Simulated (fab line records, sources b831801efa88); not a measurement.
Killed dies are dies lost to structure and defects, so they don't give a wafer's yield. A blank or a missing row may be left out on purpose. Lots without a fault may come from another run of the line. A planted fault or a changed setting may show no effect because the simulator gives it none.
fab line records | flow sky130
record lots=13 wafers=39 last_day=50
route steps=708 shown FIELD_ISO@20 METAL4@632 VIA4@650 METAL5@676 PAD_OPEN@708
lots that met no fault: from a run of the same line without faults
start_h: hours from the record's first day to the start of the lot's first wafer shown | wait_h: hours since the lot's step before | " the same as in the row above | L1.1+2: a row that stands for several wafers | - no value, or no start given | * or withheld: withheld | < > ~ a bound
route shown NAME@n: a module of which the file shows steps, and the number in the route of the first | usual: mean/standard deviation of fault-free wafers | same: alike in all rows | chamber/n: place in a boat | sites: the reading at each site | _std_site: their standard deviation | _edge_site: outer sites' mean less inner sites' | radius_mm: how far each site lies from the wafer's centre | mask NAME#n: copy n | behind: the tool/chamber that last shaped the wafer | hold: why the lot was held/for how many hours/how that ended | device: the transistor (n, p or np) that didn't switch | end of line: the same wafers' tests at the end of the route | a step without rows: its recipe alone | killed: dies lost to structure and defects at the first sort, not the wafer's yield | map: a wafer's dies, x killed, . not, _ none there
set.NAME: the setting as run; set.NAME@STEP: as run at that earlier step | model.NAME: the simulator's own value behind a step, which no gauge read
steps of the route over a sample of lots; a table a step, a row a wafer
services: from which hour (start_h, from the record's first day; less than 0 if before it) a tool's chamber was out of use, for how many hours, and why
## steps
# step SKY_FIELD_ISO_CLEAN_19
# recipe chemistry=SC1/SC2 mix=1:4:20 temp_c=70 time_s=150
# columns lot.wafer tool chamber start_h wait_h
L478.1+2+6 wet_bench-03 3 30.34 0.0
L479.2+4+5 wet_bench-01 2 36.36 0.0
L480.1+5+6 wet_bench-02 3 39.59 0.0
L481.2+5+6 wet_bench-03 2 45.33 0.0
L482.3+4+6 wet_bench-03 3 49.50 0.0
L487.2+4+6 wet_bench-02 2 76.06 0.0
L492.1+4+6 wet_bench-03 2 101.51 0.0
L495.2+3+4 wet_bench-03 3 117.25 0.0
L496.1+3+4 wet_bench-02 3 122.10 0.0
L497.4+5+6 wet_bench-03 3 127.19 0.0
L498.2+4+6 wet_bench-03 3 132.55 0.0
L499.3+4+5 wet_bench-01 1 138.88 0.0
L501.3+4+5 wet_bench-01 3 151.09 0.0
# step SKY_METAL4_ETCH_16
# recipe chemistry=N2/H2 target=BARC ion_energy_ev=200 bias_w=100 pressure_mtorr=30 n2_flow_sccm=100 h2_flow_sccm=200 icp_w=500 stop_on=SiO2 time_s=88.2 target_depth_a=600
# usual drypump_motor_current_A=5.6/0.39 oes_product_au=0.626/0.0046 throttle_valve_pct=13.207/0.0092
# columns lot.wafer tool chamber start_h wait_h drypump_motor_current_A oes_product_au rf_hours_counter_h throttle_valve_pct
L478.1 rie_metal-04 1 976.06 0.0 5.1 0.622 15 13.197
L478.2 " 0 " " 6.3 0.627 18 13.219
L478.6 " 1 " " 5.1 0.626 - 13.194
L479.2 rie_metal-04 1 979.23 0.0 5.1 0.614 15 13.197
L479.4 " 0 " " 6.3 0.628 - 13.209
L479.5 " 0 " " 6.3 0.627 - 13.210
L480.1 rie_metal-02 1 987.53 0.0 5.3 0.621 7 13.208
L480.5 " 1 " " 5.2 0.625 - 13.208
L480.6 " 0 " " 5.7 0.633 - 13.212
L481.2 rie_metal-02 0 994.73 0.0 5.7 0.628 3 13.197
L481.5 " 0 " " 5.7 0.633 - 13.189
L481.6 " 1 " " 5.2 0.636 - 13.204
L482.3 rie_metal-04 0 1002.71 0.0 6.3 0.626 - 13.191
L482.4 " 1 " " 5.1 0.623 - 13.197
L482.6 " 1 " " 5.1 0.632 - 13.225
L487.2 rie_metal-04 1 1043.86 0.0 5.1 0.625 20 13.205
L487.4 " 0 " " 6.3 0.623 - 13.218
L487.6 " 1 " " 5.1 0.623 - 13.201
L492.1 rie_metal-02 1 1070.83 0.0 5.2 0.625 12 13.204
L492.4 " 0 " " 5.7 0.630 - 13.211
L492.6 " 0 " " 5.7 0.618 - 13.192
L495.2 rie_metal-03 0 1090.63 0.0 5.4 0.620 8 13.228
L495.3 " 0 " " 5.4 0.622 - 13.214
L495.4 " 1 " " 5.9 0.632 - 13.220
L496.1 rie_metal-02 1 1092.98 0.0 5.3 0.628 13 13.198
L496.3 " 0 " " 5.7 0.626 - 13.215
L496.4 " 1 " " 5.3 0.627 - 13.218
L498.2 rie_metal-02 1 1109.38 0.0 5.3 0.633 15 13.194
L498.4 " 1 " " 5.2 0.631 - 13.213
L498.6 " 0 " " 5.7 0.627 - 13.213
L497.4 rie_metal-03 1 1110.00 0.0 5.9 0.634 - 13.215
L497.5 " 1 " " 5.9 0.630 - 13.209
L497.6 " 0 " " 5.4 0.639 - 13.213
L499.3 rie_metal-04 0 1111.46 0.0 6.3 0.629 - 13.197
L499.4 " 1 " " 5.1 0.625 - 13.200
L499.5 " 0 " " 6.3 0.629 - 13.212
L501.3 rie_metal-03 1 1120.66 0.0 5.9 0.629 - 13.212
L501.4 " 0 " " 5.4 0.615 - 13.210
L501.5 " 1 " " 5.9 0.629 - 13.197
# step SKY_VIA4_OVL_MEAS_11
# usual VIA4_OVL=-0.3/1.2
# columns lot.wafer tool chamber start_h wait_h VIA4_OVL[nm]
L478.1 overlay-01 - 1000.76 0.1 -2.0
L478.2 " - " " 1.1
L478.6 " - " " -0.1
L479.2 overlay-02 - 1004.25 0.1 -0.1
L479.4 " - " " -0.3
L479.5 " - " " 1.3
L480.1 overlay-01 - 1011.99 0.1 0.6
L480.5 " - " " 0.4
L480.6 " - " " -1.2
L481.2 overlay-01 - 1019.37 0.1 0.6
L481.5 " - " " 0.5
L481.6 " - " " -0.5
L482.3 overlay-01 - 1026.17 0.1 -0.8
L482.4 " - " " -0.6
L482.6 " - " " -1.5
L487.2 overlay-01 - 1066.95 0.1 0.3
L487.4 " - " " 0.6
L487.6 " - " " 1.0
L492.1 overlay-02 - 1092.96 0.1 -1.6
L492.4 " - " " 0.0
L492.6 " - " " -2.4
L495.2 overlay-01 - 1111.55 0.1 -0.1
L495.3 " - " " 0.1
L495.4 " - " " -0.1
L496.1 overlay-01 - 1114.06 0.1 -1.7
L496.3 " - " " -0.1
L496.4 " - " " -0.1
L498.2 overlay-02 - 1130.30 0.1 1.0
L498.4 " - " " -0.5
L498.6 " - " " -1.0
L497.4 overlay-02 - 1130.78 0.1 -0.5
L497.5 " - " " -1.0
L497.6 " - " " -0.3
L499.3 overlay-02 - 1131.46 0.1 -2.2
L499.4 " - " " -1.9
L499.5 " - " " -2.9
L501.3 overlay-01 - 1140.41 0.1 0.5
L501.4 " - " " 0.2
L501.5 " - " " -0.2
# step SKY_METAL5_METAL_ETCH_15
# recipe target_depth_a=12600 stop_on=SiO2 over_etch_frac=0.2 time_s=252 chemistry=Cl2/BCl3 resist_sidewall_deg=86 pressure_mtorr=10 icp_w=900 bias_w=48.5 Cl2_flow_sccm=60 bcl3_flow_sccm=30
# usual drypump_motor_current_A=5.6/0.37 oes_product_au=0.894/0.0051 throttle_valve_pct=22.262/0.0085
# columns lot.wafer tool chamber start_h wait_h drypump_motor_current_A oes_product_au rf_hours_counter_h throttle_valve_pct
L478.1 rie_metal-03 0 1024.98 0.0 5.4 0.896 3 22.262
L478.2 " 1 " " 5.9 0.902 6 22.261
L478.6 " 1 " " 5.9 0.892 - 22.271
L479.2 rie_metal-03 0 1028.31 0.0 5.4 0.888 3 22.271
L479.4 " 1 " " 5.9 0.891 - 22.257
L479.5 " 1 " " 5.9 0.890 - 22.268
L480.1 rie_metal-01 1 1035.93 0.0 5.6 0.903 10 22.263
L480.5 " 1 " " 5.6 0.882 - 22.270
L480.6 " 0 " " 5.1 0.892 - 22.255
L481.2 rie_metal-03 0 1042.98 0.0 5.4 0.889 4 22.265
L481.5 " 0 " " 5.4 0.892 - 22.239
L481.6 " 1 " " 5.9 0.892 - 22.257
L482.3 rie_metal-03 1 1049.88 0.1 5.9 0.899 - 22.269
L482.4 " 0 " " 5.4 0.902 - 22.254
L482.6 " 1 " " 5.9 0.898 - 22.257
L487.2 rie_metal-03 1 1088.18 0.0 5.9 0.891 11 22.263
L487.4 " 0 " " 5.4 0.898 - 22.267
L487.6 " 0 " " 5.4 0.891 - 22.269
L492.1 rie_metal-04 1 1114.75 0.0 5.1 0.895 25 22.261
L492.4 " 0 " " 6.3 0.891 - 22.255
L492.6 " 0 " " 6.3 0.897 - 22.256
L495.2 rie_metal-03 1 1132.43 0.0 5.9 0.896 15 22.268
L495.3 " 1 " " 5.9 0.899 - 22.270
L495.4 " 0 " " 5.4 0.890 - 22.265
L496.1 rie_metal-03 1 1134.65 0.0 5.9 0.891 16 22.265
L496.3 " 1 " " 5.9 0.895 - 22.268
L496.4 " 0 " " 5.4 0.893 - 22.260
L498.2 rie_metal-01 1 1150.46 0.0 5.6 0.895 19 22.269
L498.4 " 0 " " 5.1 0.889 - 22.269
L498.6 " 1 " " 5.6 0.895 - 22.271
L497.4 rie_metal-04 1 1151.49 0.1 5.1 0.890 - 22.269
L497.5 " 1 " " 5.1 0.893 - 22.250
L497.6 " 0 " " 6.3 0.894 - 22.256
L499.3 rie_metal-03 1 1151.79 0.1 5.9 0.900 - 22.255
L499.4 " 0 " " 5.4 0.899 - 22.259
L499.5 " 1 " " 5.9 0.892 - 22.269
L501.3 rie_metal-03 1 1160.16 0.1 5.9 0.892 - 22.263
L501.4 " 0 " " 5.4 0.892 - 22.252
L501.5 " 0 " " 5.4 0.901 - 22.270
# step SKY_PAD_OPEN_PROBE_99
# usual killed_at_M0_to_M3=43/6.7 killed_at_M4_up=3.0/1.9 killed_at_contacts=25/5.4 killed_at_front_end=16/4.5 killed_at_other=0.4/0.62 killed_dies=87/9.6 killed_on_rim=17/3.6 killed_open=47/7 killed_short=39/6.1
# same gross_dies=492 killed_at_back_side=0
# columns lot.wafer tool chamber start_h wait_h killed_at_M0_to_M3 killed_at_M4_up killed_at_contacts killed_at_front_end killed_at_other killed_dies killed_on_rim killed_open killed_short
L478.1 prober-01 - 1072.39 0.1 46 3 28 13 0 90 18 52 38
L478.2 prober-01 - 1072.44 0.1 44 3 33 14 0 94 17 54 39
L478.6 prober-01 - 1072.64 0.2 47 2 38 20 0 107 13 56 51
L479.2 prober-02 - 1075.59 0.1 52 4 24 12 0 92 17 43 49
L479.4 prober-02 - 1075.69 0.2 37 3 23 19 0 82 16 34 48
L479.5 prober-02 - 1075.74 0.2 37 3 20 17 0 77 13 43 34
L480.1 prober-01 - 1082.09 0.1 41 1 28 21 0 91 15 50 41
L480.5 prober-01 - 1082.29 0.2 42 6 29 13 0 90 15 52 38
L480.6 prober-01 - 1082.34 0.2 44 3 30 18 0 95 14 48 47
L481.2 prober-02 - 1088.56 0.1 31 2 28 22 0 83 20 52 31
L481.5 prober-02 - 1088.71 0.2 41 1 29 12 0 83 12 42 41
L481.6 prober-02 - 1088.76 0.2 35 5 34 15 1 90 22 48 42
L482.3 prober-01 - 1094.56 0.2 43 3 24 18 1 89 21 49 40
L482.4 prober-01 - 1094.61 0.2 41 3 21 26 1 92 19 48 44
L482.6 prober-01 - 1094.71 0.2 48 5 27 22 0 102 22 52 50
L487.2 prober-02 - 1131.46 0.1 39 4 34 13 3 93 18 48 43
L487.4 prober-02 - 1131.56 0.2 42 2 25 12 2 83 20 56 24
L487.6 prober-02 - 1131.66 0.2 39 1 29 16 1 86 18 47 36
L492.1 prober-01 - 1155.94 0.1 45 3 17 48 0 113 26 42 34
L492.4 prober-01 - 1156.09 0.2 45 4 24 47 1 121 30 36 49
L492.6 prober-01 - 1156.19 0.2 45 2 15 51 0 113 29 49 33
L495.2 prober-02 - 1171.43 0.1 41 3 25 23 0 92 22 43 49
L495.3 prober-02 - 1171.48 0.2 48 4 20 6 0 78 15 40 38
L495.4 prober-02 - 1171.53 0.2 48 3 17 10 0 78 21 36 42
L496.1 prober-01 - 1173.81 0.1 49 1 24 18 0 92 16 52 40
L496.3 prober-01 - 1173.91 0.2 45 2 23 18 0 88 16 43 45
L496.4 prober-01 - 1173.96 0.2 42 1 19 23 0 85 15 50 35
L498.2 prober-02 - 1187.39 0.1 45 3 29 12 1 90 20 50 37
L498.4 prober-02 - 1187.49 0.2 37 2 29 11 1 80 22 38 41
L498.6 prober-02 - 1187.59 0.2 36 4 22 8 1 71 11 42 28
L497.4 prober-01 - 1189.76 0.2 41 3 25 12 0 81 20 44 37
L497.5 prober-01 - 1189.81 0.2 34 1 17 22 0 74 17 49 25
L497.6 prober-01 - 1189.86 0.2 43 0 27 12 0 82 16 46 36
L499.3 prober-02 - 1191.21 0.2 43 3 31 19 1 97 24 54 42
L499.4 prober-02 - 1191.26 0.2 47 3 22 19 0 91 19 44 47
L499.5 prober-02 - 1191.31 0.2 29 3 21 14 0 67 14 33 34
L501.3 prober-02 - 1196.49 0.2 31 4 11 7 1 54 10 26 28
L501.4 prober-02 - 1196.54 0.2 33 2 31 10 0 76 17 42 34
L501.5 prober-02 - 1196.59 0.2 39 4 26 14 0 83 24 47 36
# killed by level:class
L478.1 VIA1:geometric_particle:open=16 CONTACT:geometric_particle:open=13 VIA2:geometric_particle:open=9 FIELD_ISO:geometric_particle:short=6 LOCAL_INTERCONNECT:geometric_particle:short=6 VIA3:geometric_particle:open=6 CONTACT:geometric_particle:short=5 VIA1:geometric_particle:short=4
L478.2 CONTACT:geometric_particle:open=13 LI_CONTACT:geometric_particle:open=11 VIA1:geometric_particle:open=10 VIA3:geometric_particle:open=9 METAL1:geometric_particle:short=7 VIA1:geometric_particle:short=4 FIELD_ISO:geometric_particle:short=3 POLY_GATE:geometric_particle:short=3
L478.6 VIA1:geometric_particle:open=12 LI_CONTACT:geometric_particle:open=11 CONTACT:geometric_particle:open=11 VIA1:geometric_particle:short=8 FIELD_ISO:geometric_particle:short=7 LI_CONTACT:geometric_particle:short=6 CONTACT:geometric_particle:short=6 METAL2:geometric_particle:short=6
L479.2 METAL2:geometric_particle:short=15 VIA1:geometric_particle:open=8 LI_CONTACT:geometric_particle:open=7 CONTACT:geometric_particle:open=7 VIA2:geometric_particle:open=7 METAL1:geometric_particle:short=6 POLY_GATE:geometric_particle:open=5 LOCAL_INTERCONNECT:geometric_particle:short=5
L479.4 POLY_GATE:geometric_particle:short=8 METAL2:geometric_particle:short=7 LOCAL_INTERCONNECT:geometric_particle:short=6 CONTACT:geometric_particle:open=6 METAL1:geometric_particle:short=6 LI_CONTACT:geometric_particle:open=5 LI_CONTACT:geometric_particle:short=5 FIELD_ISO:geometric_particle:open=4
L479.5 VIA1:geometric_particle:open=9 POLY_GATE:geometric_particle:short=7 VIA2:geometric_particle:open=6 LI_CONTACT:geometric_particle:short=5 LI_CONTACT:geometric_particle:open=5 CONTACT:geometric_particle:open=5 METAL1:geometric_particle:open=5 FIELD_ISO:geometric_particle:open=4
L480.1 CONTACT:geometric_particle:open=9 VIA1:geometric_particle:open=8 FIELD_ISO:geometric_particle:open=7 LI_CONTACT:geometric_particle:open=7 METAL1:geometric_particle:short=7 FIELD_ISO:geometric_particle:short=6 CONTACT:geometric_particle:short=6 METAL2:geometric_particle:short=5
L480.5 LI_CONTACT:geometric_particle:open=10 CONTACT:geometric_particle:open=10 VIA1:geometric_particle:open=9 VIA3:geometric_particle:open=8 METAL4:geometric_particle:short=6 FIELD_ISO:geometric_particle:short=5 POLY_GATE:geometric_particle:open=5 CONTACT:geometric_particle:short=5
L480.6 VIA2:geometric_particle:open=14 LI_CONTACT:geometric_particle:open=11 CONTACT:geometric_particle:short=9 VIA1:geometric_particle:open=9 FIELD_ISO:geometric_particle:short=6 METAL2:geometric_particle:short=6 POLY_GATE:geometric_particle:short=5 CONTACT:geometric_particle:open=5
L481.2 CONTACT:geometric_particle:open=12 VIA1:geometric_particle:open=10 FIELD_ISO:geometric_particle:open=6 LI_CONTACT:geometric_particle:open=6 VIA3:geometric_particle:open=6 FIELD_ISO:geometric_particle:short=4 LI_CONTACT:geometric_particle:short=4 LOCAL_INTERCONNECT:geometric_particle:short=4
L481.5 VIA1:geometric_particle:open=10 CONTACT:geometric_particle:open=9 CONTACT:geometric_particle:short=7 LI_CONTACT:geometric_particle:open=7 VIA1:geometric_particle:short=7 VIA2:geometric_particle:open=6 FIELD_ISO:geometric_particle:open=5 METAL1:geometric_particle:short=4
L481.6 CONTACT:geometric_particle:open=14 LI_CONTACT:geometric_particle:open=9 VIA2:geometric_particle:open=9 VIA1:geometric_particle:open=7 LOCAL_INTERCONNECT:geometric_particle:short=5 METAL4:geometric_particle:short=5 POLY_GATE:geometric_particle:short=4 METAL1:geometric_particle:short=4
L482.3 CONTACT:geometric_particle:open=10 VIA2:geometric_particle:open=10 FIELD_ISO:geometric_particle:short=8 LI_CONTACT:geometric_particle:open=7 VIA1:geometric_particle:short=6 VIA3:geometric_particle:open=6 VIA2:geometric_particle:short=5 POLY_GATE:geometric_particle:open=4
L482.4 FIELD_ISO:geometric_particle:open=8 FIELD_ISO:geometric_particle:short=8 CONTACT:geometric_particle:open=7 VIA1:geometric_particle:open=7 LI_CONTACT:geometric_particle:open=6 VIA1:geometric_particle:short=5 CONTACT:geometric_particle:short=5 METAL2:geometric_particle:short=5
L482.6 VIA3:geometric_particle:open=9 CONTACT:geometric_particle:open=9 VIA1:geometric_particle:open=9 METAL1:geometric_particle:short=8 FIELD_ISO:geometric_particle:short=7 VIA2:geometric_particle:open=7 FIELD_ISO:geometric_particle:open=6 LOCAL_INTERCONNECT:geometric_particle:short=6
L487.2 VIA1:geometric_particle:open=10 CONTACT:geometric_particle:open=9 VIA3:geometric_particle:open=9 LI_CONTACT:geometric_particle:short=8 LI_CONTACT:geometric_particle:open=8 FIELD_ISO:geometric_particle:short=6 METAL1:geometric_particle:short=6 LOCAL_INTERCONNECT:geometric_particle:short=5
L487.4 VIA3:geometric_particle:open=10 CONTACT:geometric_particle:open=10 VIA1:geometric_particle:open=10 LI_CONTACT:geometric_particle:open=8 VIA2:geometric_particle:open=7 METAL1:geometric_particle:short=4 VIA3:geometric_particle:short=4 POLY_GATE:geometric_particle:open=3
L487.6 VIA1:geometric_particle:open=10 LI_CONTACT:geometric_particle:open=10 VIA1:geometric_particle:short=7 LOCAL_INTERCONNECT:geometric_particle:short=6 VIA3:geometric_particle:open=6 CONTACT:geometric_particle:open=6 FIELD_ISO:geometric_particle:short=5 CONTACT:geometric_particle:short=5
L492.1 FIELD_ISO:unspecified=37 METAL2:geometric_particle:short=9 VIA1:geometric_particle:open=8 LI_CONTACT:geometric_particle:open=7 METAL1:geometric_particle:short=6 VIA2:geometric_particle:open=6 VIA3:geometric_particle:open=6 POLY_GATE:geometric_particle:open=4
L492.4 FIELD_ISO:unspecified=36 METAL2:geometric_particle:short=11 LI_CONTACT:geometric_particle:open=9 CONTACT:geometric_particle:open=8 VIA1:geometric_particle:open=6 FIELD_ISO:geometric_particle:short=5 VIA2:geometric_particle:short=5 VIA3:geometric_particle:open=5
L492.6 FIELD_ISO:unspecified=31 VIA1:geometric_particle:open=14 METAL2:geometric_particle:short=7 LI_CONTACT:geometric_particle:open=7 VIA2:geometric_particle:open=7 FIELD_ISO:geometric_particle:open=6 FIELD_ISO:geometric_particle:short=5 VIA3:geometric_particle:short=5
L495.2 FIELD_ISO:geometric_particle:open=8 LOCAL_INTERCONNECT:geometric_particle:short=8 VIA1:geometric_particle:open=8 CONTACT:geometric_particle:short=6 METAL1:geometric_particle:short=5 VIA1:geometric_particle:short=5 VIA3:geometric_particle:short=5 FIELD_ISO:geometric_particle:short=4
L495.3 VIA3:geometric_particle:open=12 CONTACT:geometric_particle:open=7 VIA2:geometric_particle:open=6 LI_CONTACT:geometric_particle:short=5 VIA1:geometric_particle:open=5 METAL3:geometric_particle:short=5 METAL1:geometric_particle:short=4 METAL2:geometric_particle:short=4
L495.4 VIA1:geometric_particle:open=13 CONTACT:geometric_particle:short=9 VIA3:geometric_particle:short=7 VIA2:geometric_particle:open=7 METAL1:geometric_particle:short=6 FIELD_ISO:geometric_particle:open=4 CONTACT:geometric_particle:open=4 METAL2:geometric_particle:short=4
L496.1 VIA2:geometric_particle:open=11 CONTACT:geometric_particle:open=9 VIA1:geometric_particle:open=9 METAL2:geometric_particle:short=7 METAL3:geometric_particle:short=6 LI_CONTACT:geometric_particle:open=6 FIELD_ISO:geometric_particle:short=5 FIELD_ISO:geometric_particle:open=4
L496.3 LI_CONTACT:geometric_particle:open=7 VIA1:geometric_particle:open=7 FIELD_ISO:geometric_particle:open=6 CONTACT:geometric_particle:open=6 METAL2:geometric_particle:short=6 METAL3:geometric_particle:short=6 VIA3:geometric_particle:open=6 FIELD_ISO:geometric_particle:short=5
L496.4 CONTACT:geometric_particle:open=10 METAL2:geometric_particle:short=9 FIELD_ISO:geometric_particle:short=7 POLY_GATE:geometric_particle:open=7 VIA1:geometric_particle:open=7 VIA3:geometric_particle:open=7 FIELD_ISO:geometric_particle:open=5 LI_CONTACT:geometric_particle:open=5
L498.2 VIA2:geometric_particle:open=12 CONTACT:geometric_particle:open=10 VIA1:geometric_particle:short=8 LI_CONTACT:geometric_particle:open=8 VIA1:geometric_particle:open=8 VIA3:geometric_particle:short=5 POLY_GATE:geometric_particle:open=4 LOCAL_INTERCONNECT:geometric_particle:short=4
L498.4 VIA1:geometric_particle:open=10 CONTACT:geometric_particle:open=9 LI_CONTACT:geometric_particle:open=7 METAL1:geometric_particle:short=7 FIELD_ISO:geometric_particle:short=5 LOCAL_INTERCONNECT:geometric_particle:short=5 CONTACT:geometric_particle:short=4 VIA1:geometric_particle:short=4
L498.6 VIA1:geometric_particle:open=12 CONTACT:geometric_particle:open=10 CONTACT:geometric_particle:short=5 VIA1:geometric_particle:short=5 METAL3:geometric_particle:short=5 LI_CONTACT:geometric_particle:open=4 VIA2:geometric_particle:open=4 FIELD_ISO:geometric_particle:open=3
L497.4 VIA1:geometric_particle:open=16 CONTACT:geometric_particle:open=8 METAL2:geometric_particle:short=6 LI_CONTACT:geometric_particle:open=5 LOCAL_INTERCONNECT:geometric_particle:short=5 POLY_GATE:geometric_particle:short=4 VIA1:geometric_particle:short=4 METAL1:geometric_particle:short=4
L497.5 VIA3:geometric_particle:open=11 FIELD_ISO:geometric_particle:open=7 POLY_GATE:geometric_particle:open=7 LI_CONTACT:geometric_particle:open=6 VIA1:geometric_particle:open=6 CONTACT:geometric_particle:short=4 FIELD_ISO:geometric_particle:short=3 VIA3:geometric_particle:short=3
L497.6 VIA2:geometric_particle:open=9 LI_CONTACT:geometric_particle:open=9 CONTACT:geometric_particle:open=9 VIA1:geometric_particle:open=9 POLY_GATE:geometric_particle:short=5 CONTACT:geometric_particle:short=5 METAL2:geometric_particle:short=5 FIELD_ISO:geometric_particle:short=4
L499.3 CONTACT:geometric_particle:open=15 VIA1:geometric_particle:open=10 POLY_GATE:geometric_particle:short=7 VIA2:geometric_particle:open=7 CONTACT:geometric_particle:short=6 METAL2:geometric_particle:short=6 POLY_GATE:geometric_particle:open=5 LI_CONTACT:geometric_particle:open=4
L499.4 CONTACT:geometric_particle:open=9 FIELD_ISO:geometric_particle:open=7 VIA1:geometric_particle:open=7 VIA3:geometric_particle:open=7 METAL1:geometric_particle:short=6 VIA1:geometric_particle:short=6 VIA2:geometric_particle:open=6 LOCAL_INTERCONNECT:geometric_particle:short=5
L499.5 CONTACT:geometric_particle:short=7 VIA1:geometric_particle:open=6 METAL1:geometric_particle:short=5 POLY_GATE:geometric_particle:short=4 LI_CONTACT:geometric_particle:open=4 LOCAL_INTERCONNECT:geometric_particle:short=4 CONTACT:geometric_particle:open=4 FIELD_ISO:geometric_particle:short=3
L501.3 VIA1:geometric_particle:open=5 CONTACT:geometric_particle:open=5 VIA2:geometric_particle:open=5 METAL4:geometric_particle:short=4 METAL1:geometric_particle:short=4 METAL2:geometric_particle:short=4 VIA3:geometric_particle:open=4 POLY_GATE:geometric_particle:short=3
L501.4 CONTACT:geometric_particle:open=10 LI_CONTACT:geometric_particle:open=8 VIA1:geometric_particle:open=7 VIA2:geometric_particle:open=5 METAL2:geometric_particle:short=5 LI_CONTACT:geometric_particle:short=4 CONTACT:geometric_particle:short=4 LOCAL_INTERCONNECT:geometric_particle:short=3
L501.5 LI_CONTACT:geometric_particle:open=10 VIA3:geometric_particle:open=7 VIA1:geometric_particle:open=6 VIA1:geometric_particle:short=6 VIA2:geometric_particle:open=5 CONTACT:geometric_particle:open=5 FIELD_ISO:geometric_particle:open=4 LOCAL_INTERCONNECT:geometric_particle:short=4
## services
# columns tool chamber start_h hours kind
rie_metal-04 1 107.82 5.1 repair
wet_bench-03 - 154.07 5.8 repair
rie_metal-03 - 184.02 12.2 repair
rie_metal-03 0 194.69 30.9 repair
rie_metal-02 - 308.38 2.8 pm
rie_metal-03 - 360.29 14.6 pm
rie_metal-03 - 446.07 28.1 pm
rie_metal-02 1 473.81 9.4 repair
rie_metal-03 1 475.76 11.8 repair
rie_metal-03 - 497.55 0.5 repair
wet_bench-03 - 544.32 9.5 repair
rie_metal-04 0 609.02 4.4 repair
rie_metal-02 1 656.47 6.5 repair
rie_metal-04 - 668.88 2.8 pm
rie_metal-04 - 672.53 1.1 repair
rie_metal-03 - 737.75 1.4 pm
rie_metal-02 0 769.09 16.7 repair
rie_metal-04 - 770.89 2.2 repair
rie_metal-02 0 788.42 5.4 repair
rie_metal-04 0 852.12 6.8 repair
rie_metal-03 1 881.61 10.6 repair
wet_bench-03 - 989.63 4.4 pm
rie_metal-04 - 1016.54 0.5 repair
rie_metal-03 - 1029.06 2.8 pm
## key
first_sign step=SKY_PAD_OPEN_PROBE_99 reading=killed_at_front_end direction=up sigmas=7.3 usual=16 struck=49
effect step=SKY_PAD_OPEN_PROBE_99 reading=killed_dies direction=up sigmas=3 usual=87 struck=116
met_at SKY_FIELD_ISO_CLEAN_19
struck_lots L492
struck_wafers L492.1,L492.4,L492.6
tester_left_out L492
not_acting_at SKY_METAL4_ETCH_16,SKY_VIA4_OVL_MEAS_11,SKY_METAL5_METAL_ETCH_15
onset_between 45.33 101.51
fault kind=chamber_particle_source tool=wet_bench-03 chamber=2 onset_h=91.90 steps=SKY_FIELD_ISO_CLEAN_19 rate_per_visit_cm2=0.93876 end_h=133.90
# tester_left_out: of these lots the tester's yield and bins aren't shown, on N5 and GAA mostly nor the transistor test; their killed dies are dies lost to structure and defects alone, not to doping, threshold or leakage, so they don't give the yield
